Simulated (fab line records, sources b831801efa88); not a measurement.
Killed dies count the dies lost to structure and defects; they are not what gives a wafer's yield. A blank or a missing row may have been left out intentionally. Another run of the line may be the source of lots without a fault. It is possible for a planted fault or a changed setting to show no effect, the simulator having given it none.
fab line records -- flow sky130
[record] lots = 12, wafers = 36, lastDay = 50
route steps=708 shown VT_ADJUST_HVTP@92 VT_ADJUST_NCORE@127 VT_ADJUST_PCH@151
lots that met no fault: taken from a fault-free run of the same line
startH: start of the lot's first displayed wafer, in hours after the record's first day -- waitH: hours from the lot's prior step to this one -- " the same as in the row above -- L1.1+2: a single row standing in for several wafers -- - no value present, or no start provided -- * or withheld: withheld -- < > ~ a bound
route shown NAME@n: a module of which the file shows steps, and the number in the route of the first -- usual: mean and standard deviation over wafers with no fault -- same: alike in all rows -- chamber/n: place in a boat -- sites: per-site readings -- _std_site: their standard deviation -- _edge_site: outer sites' mean less inner sites' -- radiusMm: for every site, how far away it sits from the centre of the wafer -- mask NAME#n: copy n -- behind: tool/chamber where the wafer was last shaped -- hold: cause of the lot's hold/its duration in hours/its outcome -- device: transistor that didn't switch, given as n, p or np -- end of line: tests run on the same wafers once the route is complete -- a step given without rows: its recipe and nothing more -- killed: dies that structure and defects cost at the first sort, which is not the same as the wafer's yield -- map: shows each die of a wafer: x if killed, . if not, _ if none is there
set.NAME: the setting as run; set.NAME@STEP: as run at that earlier step -- model.NAME: the simulator's own value behind a step, which no gauge read
one table for each step of the route and one row for each wafer, over a sample of lots
services: a tool's chamber out of use, with start hour (startH, from the record's first day; less than 0 if before it), hours out, and reason
[[steps]]
[step SKY_VT_ADJUST_HVTP_CD_MEAS_07]
[recipe] targetCdNm = 380
[usual] cdNm = 380.3/2.7
lot.wafer,tool,chamber,startH,waitH,cdNm
L462.1,cdSem-01,-,135.03,0.1,379.2
L462.4,cdSem-01,-,135.03,0.1,380.0
L462.5,cdSem-01,-,135.03,0.1,382.4
L463.2,cdSem-01,-,142.42,0.1,378.5
L463.3,cdSem-01,-,142.42,0.1,380.1
L463.6,cdSem-01,-,142.42,0.1,379.4
L465.3,cdSem-02,-,154.19,0.1,379.9
L465.4,cdSem-02,-,154.19,0.1,378.7
L465.5,cdSem-02,-,154.19,0.1,378.2
L466.1,cdSem-02,-,161.05,0.1,375.2
L466.2,cdSem-02,-,161.05,0.1,376.7
L466.5,cdSem-02,-,161.05,0.1,375.2
L467.2,cdSem-02,-,170.57,0.1,377.6
L467.3,cdSem-02,-,170.57,0.1,377.8
L467.6,cdSem-02,-,170.57,0.1,377.5
L468.1,cdSem-01,-,173.28,0.1,381.1
L468.3,cdSem-01,-,173.28,0.1,380.1
L468.5,cdSem-01,-,173.28,0.1,380.2
L470.4,cdSem-02,-,183.21,0.1,379.0
L470.5,cdSem-02,-,183.21,0.1,381.2
L470.6,cdSem-02,-,183.21,0.1,381.3
L474.2,cdSem-01,-,213.27,0.1,378.8
L474.5,cdSem-01,-,213.27,0.1,377.4
L474.6,cdSem-01,-,213.27,0.1,379.1
L475.1,cdSem-02,-,215.25,0.1,381.6
L475.2,cdSem-02,-,215.25,0.1,382.8
L475.5,cdSem-02,-,215.25,0.1,381.8
L476.4,cdSem-01,-,220.11,0.1,378.6
L476.5,cdSem-01,-,220.11,0.1,378.7
L476.6,cdSem-01,-,220.11,0.1,380.5
L481.2,cdSem-01,-,256.27,0.1,382.4
L481.3,cdSem-01,-,256.27,0.1,384.0
L481.6,cdSem-01,-,256.27,0.1,386.4
L483.1,cdSem-01,-,270.33,0.1,382.9
L483.3,cdSem-01,-,270.33,0.1,381.1
L483.4,cdSem-01,-,270.33,0.1,382.1
[step SKY_VT_ADJUST_NCORE_OVL_MEAS_08]
[usual] VT_ADJUST_NCORE_OVL = 0.8/1.4
lot.wafer,tool,chamber,startH,waitH,VT_ADJUST_NCORE_OVL[nm]
L462.1,overlay-01,-,196.37,0.1,-1.0
L462.4,overlay-01,-,196.37,0.1,-2.4
L462.5,overlay-01,-,196.37,0.1,-2.6
L463.2,overlay-01,-,205.37,0.1,1.4
L463.3,overlay-01,-,205.37,0.1,1.5
L463.6,overlay-01,-,205.37,0.1,0.5
L465.3,overlay-01,-,218.78,0.1,-0.1
L465.4,overlay-01,-,218.78,0.1,0.7
L465.5,overlay-01,-,218.78,0.1,1.4
L466.1,overlay-02,-,225.77,0.1,0.0
L466.2,overlay-02,-,225.77,0.1,0.3
L466.5,overlay-02,-,225.77,0.1,-0.1
L467.2,overlay-02,-,236.52,0.1,1.5
L467.3,overlay-02,-,236.52,0.1,-0.2
L467.6,overlay-02,-,236.52,0.1,3.1
L468.1,overlay-02,-,240.62,0.1,3.0
L468.3,overlay-02,-,240.62,0.1,2.6
L468.5,overlay-02,-,240.62,0.1,3.2
L470.4,overlay-01,-,251.04,0.1,0.8
L470.5,overlay-01,-,251.04,0.1,0.5
L470.6,overlay-01,-,251.04,0.1,-0.3
L474.2,overlay-02,-,283.97,0.1,1.2
L474.5,overlay-02,-,283.97,0.1,1.2
L474.6,overlay-02,-,283.97,0.1,1.0
L475.1,overlay-02,-,286.92,0.1,3.6
L475.2,overlay-02,-,286.92,0.1,3.5
L475.5,overlay-02,-,286.92,0.1,3.1
L476.4,overlay-01,-,293.18,0.1,1.9
L476.5,overlay-01,-,293.18,0.1,-0.2
L476.6,overlay-01,-,293.18,0.1,-0.2
L481.2,overlay-01,-,333.77,0.1,3.9
L481.3,overlay-01,-,333.77,0.1,2.1
L481.6,overlay-01,-,333.77,0.1,0.9
L483.1,overlay-01,-,348.02,0.1,0.8
L483.3,overlay-01,-,348.02,0.1,-0.2
L483.4,overlay-01,-,348.02,0.1,-0.8
[step SKY_VT_ADJUST_PCH_IMPLANT_08]
[recipe] species = B, energyKev = 10, doseCm2 = 5e+11, tiltDeg = withheld
[usual] beamOnS = 10.00/0.22, endStationPressureTorr = 5.04e-06/2.4e-07, faradayCurrentUA = 2.82/0.061
lot.wafer,tool,chamber,startH,waitH,beamOnS,endStationPressureTorr,faradayCurrentUA
L462.1,implanter-02,0,242.03,0.0,9.94,5.16e-06,2.85
L462.4,implanter-02,0,242.03,0.0,10.21,4.98e-06,2.76
L462.5,implanter-02,0,242.03,0.0,10.18,5.02e-06,2.78
L463.2,implanter-01,0,251.64,0.0,9.75,4.96e-06,2.89
L463.3,implanter-01,0,251.64,0.0,10.18,4.73e-06,2.77
L463.6,implanter-01,0,251.64,0.0,10.40,5.2e-06,2.71
L465.3,implanter-04,0,266.93,0.1,10.06,4.96e-06,2.81
L465.4,implanter-04,0,266.93,0.1,9.92,5.08e-06,2.85
L465.5,implanter-04,0,266.93,0.1,10.17,5.38e-06,2.78
L466.1,implanter-02,0,274.03,0.0,10.21,5.23e-06,2.77
L466.2,implanter-02,0,274.03,0.0,9.90,5.24e-06,2.84
L466.5,implanter-02,0,274.03,0.0,9.89,5.38e-06,2.86
L467.2,implanter-04,0,284.56,0.0,9.95,5.09e-06,2.82
L467.3,implanter-04,0,284.56,0.0,10.41,5.02e-06,2.71
L467.6,implanter-04,0,284.56,0.0,9.84,5.17e-06,2.87
L468.1,implanter-04,0,289.88,0.0,10.18,4.99e-06,2.77
L468.3,implanter-04,0,289.88,0.0,9.67,4.66e-06,2.92
L468.5,implanter-04,0,289.88,0.0,10.17,4.81e-06,2.78
L470.4,implanter-02,0,301.91,0.1,9.91,5.43e-06,2.85
L470.5,implanter-02,0,301.91,0.1,9.81,5.31e-06,2.87
L470.6,implanter-02,0,301.91,0.1,10.02,5.07e-06,2.80
L474.2,implanter-04,0,335.99,0.0,10.11,4.99e-06,2.78
L474.5,implanter-04,0,335.99,0.0,9.69,4.8e-06,2.91
L474.6,implanter-04,0,335.99,0.0,10.14,5.1e-06,2.77
L475.1,implanter-02,0,338.33,0.0,10.08,5.21e-06,2.79
L475.2,implanter-02,0,338.33,0.0,9.82,5.3e-06,2.86
L475.5,implanter-02,0,338.33,0.0,10.24,5.05e-06,2.75
L476.4,implanter-01,0,346.16,0.1,10.26,5.24e-06,2.75
L476.5,implanter-01,0,346.16,0.1,9.47,5.26e-06,2.97
L476.6,implanter-01,0,346.16,0.1,10.04,4.84e-06,2.81
L481.2,implanter-04,0,390.56,0.0,11.48,8.021e-05,2.43
L481.3,implanter-04,0,390.56,0.0,11.47,7.852e-05,2.42
L481.6,implanter-04,0,390.56,0.0,11.88,8.18e-05,2.34
L483.1,implanter-04,0,405.32,0.0,11.73,8.377e-05,2.36
L483.3,implanter-04,0,405.32,0.0,11.49,7.955e-05,2.42
L483.4,implanter-04,0,405.32,0.0,11.18,8.648e-05,2.47
[step SKY_VT_ADJUST_PCH_STRIP_09]
[recipe] chemistry = O2/N2, powerW = 1400, pressureMtorr = 1500, platenTempC = withheld, o2FlowSccm = 3000, n2FlowSccm = 300, overashFraction = 0.5
[usual] drypumpMotorCurrentA = 5.7/0.39, oesProductAu = 0.723/0.0048, stripTimeToEndpointS = 36.90/0.11
lot.wafer,tool,chamber,startH,waitH,drypumpMotorCurrentA,oesProductAu,rfHoursCounterH,stripTimeToEndpointS
L462.1,plasmaAsher-03,0,242.18,0.1,6.1,0.721,44,37.01
L462.4,plasmaAsher-03,0,242.18,0.1,6.1,0.727,-,36.85
L462.5,plasmaAsher-03,0,242.18,0.1,6.1,0.731,-,36.83
L463.2,plasmaAsher-01,1,251.77,0.1,5.4,0.729,13,37.12
L463.3,plasmaAsher-01,0,251.77,0.1,5.9,0.717,-,37.15
L463.6,plasmaAsher-01,1,251.77,0.1,5.4,0.724,-,37.13
L465.3,plasmaAsher-02,0,267.07,0.1,5.2,0.722,-,36.79
L465.4,plasmaAsher-02,1,267.07,0.1,5.1,0.726,-,36.90
L465.5,plasmaAsher-02,1,267.07,0.1,5.1,0.719,-,36.78
L466.1,plasmaAsher-02,0,274.18,0.1,5.2,0.727,60,36.92
L466.2,plasmaAsher-02,1,274.18,0.1,5.1,0.724,60,37.01
L466.5,plasmaAsher-02,0,274.18,0.1,5.2,0.726,-,36.94
L467.2,plasmaAsher-03,0,284.68,0.1,6.1,0.722,49,36.93
L467.3,plasmaAsher-03,1,284.68,0.1,6.0,0.727,-,36.83
L467.6,plasmaAsher-03,0,284.68,0.1,6.1,0.723,-,37.08
L468.1,plasmaAsher-01,0,290.03,0.1,5.9,0.721,18,36.83
L468.3,plasmaAsher-01,0,290.03,0.1,5.9,0.726,-,36.78
L468.5,plasmaAsher-01,0,290.03,0.1,5.9,0.731,-,36.78
L470.4,plasmaAsher-03,0,302.01,0.1,6.2,0.725,-,36.82
L470.5,plasmaAsher-03,1,302.01,0.1,6.0,0.721,-,36.91
L470.6,plasmaAsher-03,0,302.01,0.1,6.1,0.724,-,36.92
L474.2,plasmaAsher-03,0,336.12,0.1,6.1,0.718,54,36.97
L474.5,plasmaAsher-03,0,336.12,0.1,6.2,0.721,-,36.90
L474.6,plasmaAsher-03,1,336.12,0.1,6.0,0.721,-,36.86
L475.1,plasmaAsher-01,1,338.48,0.1,5.4,0.721,23,36.86
L475.2,plasmaAsher-01,0,338.48,0.1,5.9,0.721,23,36.87
L475.5,plasmaAsher-01,0,338.48,0.1,5.9,0.723,-,36.88
L476.4,plasmaAsher-01,1,346.27,0.1,5.4,0.727,-,36.69
L476.5,plasmaAsher-01,1,346.27,0.1,5.4,0.727,-,36.82
L476.6,plasmaAsher-01,0,346.27,0.1,5.9,0.727,-,36.70
L481.2,plasmaAsher-03,0,390.68,0.1,6.1,0.718,60,36.98
L481.3,plasmaAsher-03,0,390.68,0.1,6.1,0.727,-,36.99
L481.6,plasmaAsher-03,1,390.68,0.1,5.9,0.720,-,37.03
L483.1,plasmaAsher-02,1,405.47,0.1,5.1,0.727,70,37.12
L483.3,plasmaAsher-02,1,405.47,0.1,5.1,0.723,-,37.12
L483.4,plasmaAsher-02,0,405.47,0.1,5.2,0.713,-,36.97
[step SKY_VT_ADJUST_PCH_TW_MEAS_10]
[usual] VT_ADJUST_PCH_TW = 141.7/1.3
lot.wafer,tool,chamber,startH,waitH,VT_ADJUST_PCH_TW
L462.1,filmMetro-02,-,242.28,0.1,142.8
L462.4,filmMetro-02,-,242.28,0.1,143.8
L462.5,filmMetro-02,-,242.28,0.1,143.8
L463.2,filmMetro-04,-,251.88,0.1,139.4
L463.3,filmMetro-04,-,251.88,0.1,140.0
L463.6,filmMetro-04,-,251.88,0.1,140.4
L465.3,filmMetro-02,-,267.15,0.1,142.3
L465.4,filmMetro-02,-,267.15,0.1,142.0
L465.5,filmMetro-02,-,267.15,0.1,142.2
L466.1,filmMetro-04,-,274.28,0.1,138.9
L466.2,filmMetro-04,-,274.28,0.1,140.7
L466.5,filmMetro-04,-,274.28,0.1,139.6
L467.2,filmMetro-01,-,284.79,0.1,143.4
L467.3,filmMetro-01,-,284.79,0.1,144.3
L467.6,filmMetro-01,-,284.79,0.1,144.4
L468.1,filmMetro-04,-,290.13,0.1,140.4
L468.3,filmMetro-04,-,290.13,0.1,140.9
L468.5,filmMetro-04,-,290.13,0.1,140.4
L470.4,filmMetro-04,-,302.11,0.1,140.8
L470.5,filmMetro-04,-,302.11,0.1,140.6
L470.6,filmMetro-04,-,302.11,0.1,140.8
L474.2,filmMetro-02,-,336.23,0.1,142.1
L474.5,filmMetro-02,-,336.23,0.1,142.4
L474.6,filmMetro-02,-,336.23,0.1,142.9
L475.1,filmMetro-04,-,338.58,0.1,140.1
L475.2,filmMetro-04,-,338.58,0.1,139.1
L475.5,filmMetro-04,-,338.58,0.1,139.5
L476.4,filmMetro-04,-,346.36,0.1,139.8
L476.5,filmMetro-04,-,346.36,0.1,140.0
L476.6,filmMetro-04,-,346.36,0.1,138.9
L481.2,filmMetro-02,-,390.79,0.1,147.6
L481.3,filmMetro-02,-,390.79,0.1,147.6
L481.6,filmMetro-02,-,390.79,0.1,148.5
L483.1,filmMetro-01,-,405.57,0.1,146.6
L483.3,filmMetro-01,-,405.57,0.1,146.4
L483.4,filmMetro-01,-,405.57,0.1,146.7
[[services]]
tool,chamber,startH,hours,kind
implanter-02,-,224.02,3.2,repair
implanter-01,-,234.19,1.3,repair
implanter-02,-,250.49,2.5,repair
plasmaAsher-02,-,256.45,8.2,repair
implanter-01,-,281.18,0.5,repair
plasmaAsher-02,-,332.42,14.6,pm
implanter-01,-,365.73,77.2,pm
plasmaAsher-02,-,384.96,13.3,repair
plasmaAsher-03,-,397.36,1.1,repair
[[key]]
[firstSign] step = SKY_VT_ADJUST_PCH_IMPLANT_08, reading = endStationPressureTorr, direction = up, sigmas = 99+, usual = 5.04e-06, struck = 8.172e-05
[effect] step = SKY_VT_ADJUST_PCH_IMPLANT_08, reading = beamOnS, direction = up, sigmas = 7, usual = 10.00, struck = 11.54
[effect] step = SKY_VT_ADJUST_PCH_TW_MEAS_10, reading = VT_ADJUST_PCH_TW, direction = up, sigmas = 4.2, usual = 141.7, struck = 147.2
metAt SKY_VT_ADJUST_PCH_IMPLANT_08
struckLots L481,L483
testerLeftOut L481,L483
notActingAt SKY_VT_ADJUST_HVTP_CD_MEAS_07,SKY_VT_ADJUST_NCORE_OVL_MEAS_08,SKY_VT_ADJUST_PCH_STRIP_09
onsetBetween 335.99 390.56
[fault] kind = processParameterDrift, tool = implanter-04, chamber = -, onsetH = 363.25, steps = SKY_VT_ADJUST_PCH_IMPLANT_08, channel = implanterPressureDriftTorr, offset = 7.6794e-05, shape = step, endH = 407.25
[fault] kind = processParameterDrift, tool = implanter-04, chamber = -, onsetH = 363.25, steps = SKY_VT_ADJUST_PCH_IMPLANT_08, channel = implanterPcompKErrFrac, offset = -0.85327, shape = step, endH = 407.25
// testerLeftOut: of these lots the tester's yield and bins aren't shown, on N5 and GAA mostly nor the transistor test; their killed dies are dies lost to structure and defects alone, not to doping, threshold or leakage, so they don't give the yield
